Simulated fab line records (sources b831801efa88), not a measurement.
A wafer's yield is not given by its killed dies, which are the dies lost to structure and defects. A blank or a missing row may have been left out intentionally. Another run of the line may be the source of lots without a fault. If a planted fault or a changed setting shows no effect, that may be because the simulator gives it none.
Which tool was responsible? | flow sky130 | 33 wafers from 11 lots sampled at 4 of the route's 708 steps

WHAT THE GAUGES READ, wafer by wafer
SKY_NWELL_RS_MEAS_31: measurement is done with a four-point probe.
lot  | measured     | on            | PWDE_RS (ohm/sq)
L425 | day 5 20:34  | film-metro-01 | 5279 5285 5277
L426 | day 6 01:31  | film-metro-02 | 5277 5282 5277
L428 | day 6 15:14  | film-metro-01 | 5304 5292 5304
L429 | day 6 20:04  | film-metro-01 | 5296 5312 5319
L434 | day 8 01:35  | film-metro-04 | 5251 5240 5242
L436 | day 8 08:56  | film-metro-01 | 5271 5270 5251
L437 | day 8 21:41  | film-metro-01 | 5004 5012 5023 5014 5011 5009
L438 | day 9 03:34  | film-metro-02 | 5001 5001 5001 5002 5004 5000
L442 | day 10 09:40 | film-metro-01 | 5270 5265 5279
L445 | day 10 21:25 | film-metro-02 | 5271 5268 5268
L446 | day 11 11:19 | film-metro-04 | 5309 5275 5284

WHICH TOOL RAN EACH LOT (tool, then ch and the chambers of the sampled wafers, then the start)
lot  | SKY_PWDE_IMPLANT_08            | SKY_PWDE_STRIP_09                   | SKY_NWELL_RTA_28
L425 | implanter-03 ch 0, day 4 07:58 | plasma-asher-04 ch 0,1, day 4 08:06 | rtp-anneal-02 ch 0, day 5 20:13
L426 | implanter-03 ch 0, day 4 13:07 | plasma-asher-02 ch 0,1, day 4 13:16 | rtp-anneal-02 ch 0, day 6 01:11
L428 | implanter-02 ch 0, day 5 02:49 | plasma-asher-04 ch 0,1, day 5 02:57 | rtp-anneal-02 ch 0, day 6 14:53
L429 | implanter-02 ch 0, day 5 06:44 | plasma-asher-04 ch 0,1, day 5 06:52 | rtp-anneal-01 ch 0, day 6 19:43
L434 | implanter-03 ch 0, day 6 10:22 | plasma-asher-04 ch 0,1, day 6 10:29 | rtp-anneal-02 ch 0, day 8 01:15
L436 | implanter-03 ch 0, day 6 16:26 | plasma-asher-04 ch 0,1, day 6 16:35 | rtp-anneal-02 ch 0, day 8 08:36
L437 | implanter-03 ch 0, day 7 04:17 | plasma-asher-01 ch 0,1, day 7 04:26 | rtp-anneal-02 ch 0, day 8 21:20
L438 | implanter-03 ch 0, day 7 09:08 | plasma-asher-01 ch 0,1, day 7 09:17 | rtp-anneal-02 ch 0, day 9 03:14
L442 | implanter-02 ch 0, day 8 13:47 | plasma-asher-02 ch 0,1, day 8 13:54 | rtp-anneal-01 ch 0, day 10 09:19
L445 | implanter-01 ch 0, day 9 00:02 | plasma-asher-02 ch 0,1, day 9 00:10 | rtp-anneal-02 ch 0, day 10 21:04
L446 | implanter-02 ch 0, day 9 12:40 | plasma-asher-01 ch 0,1, day 9 12:48 | rtp-anneal-01 ch 0, day 11 10:58
- SKY_PWDE_IMPLANT_08
- SKY_PWDE_STRIP_09: strips in O2/N2.
- SKY_NWELL_RTA_28: time 30 s.

THE ANSWER, worked out from the rows above alone
Rule: usual is defined by the lots themselves. Put in order of their means at a reading, lots are off if they are a third of the lots or fewer, leave a main group of 4 or more, and stand apart from it by a gap of 3 or more times the standard deviation of the main group's means; of several such gaps the widest counts. A main group whose means are all the same, to the digits that the tables above print for the reading, isn't used. Also off: a lot with no number at a reading for which 4 or more lots have one. All remaining lots with rows at the step are treated as sound.
Off: L437, L438, at SKY_NWELL_RS_MEAS_31 (PWDE_RS). The main group: mean 5278 ohm/sq, standard deviation 18.
If a tool, at a process step before that reading, ran all the lots that are off and no sound lot after the first of them, it fits. Those tools and the gauges at SKY_NWELL_RS_MEAS_31 are tried in the same way. One candidate fits, namely implanter-03 at SKY_PWDE_IMPLANT_08. Its last sound lot is L436 (day 6 16:26), its first lot that is off L437 (day 7 04:17): a fault that began between those two fits.

WHAT HAD BEEN PUT IN BY THE SIMULATOR
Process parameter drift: implanter-03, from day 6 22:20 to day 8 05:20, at SKY_PWDE_IMPLANT_08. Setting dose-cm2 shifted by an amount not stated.
Shown lots that were struck: L437, L438. Same finding as the rule above.
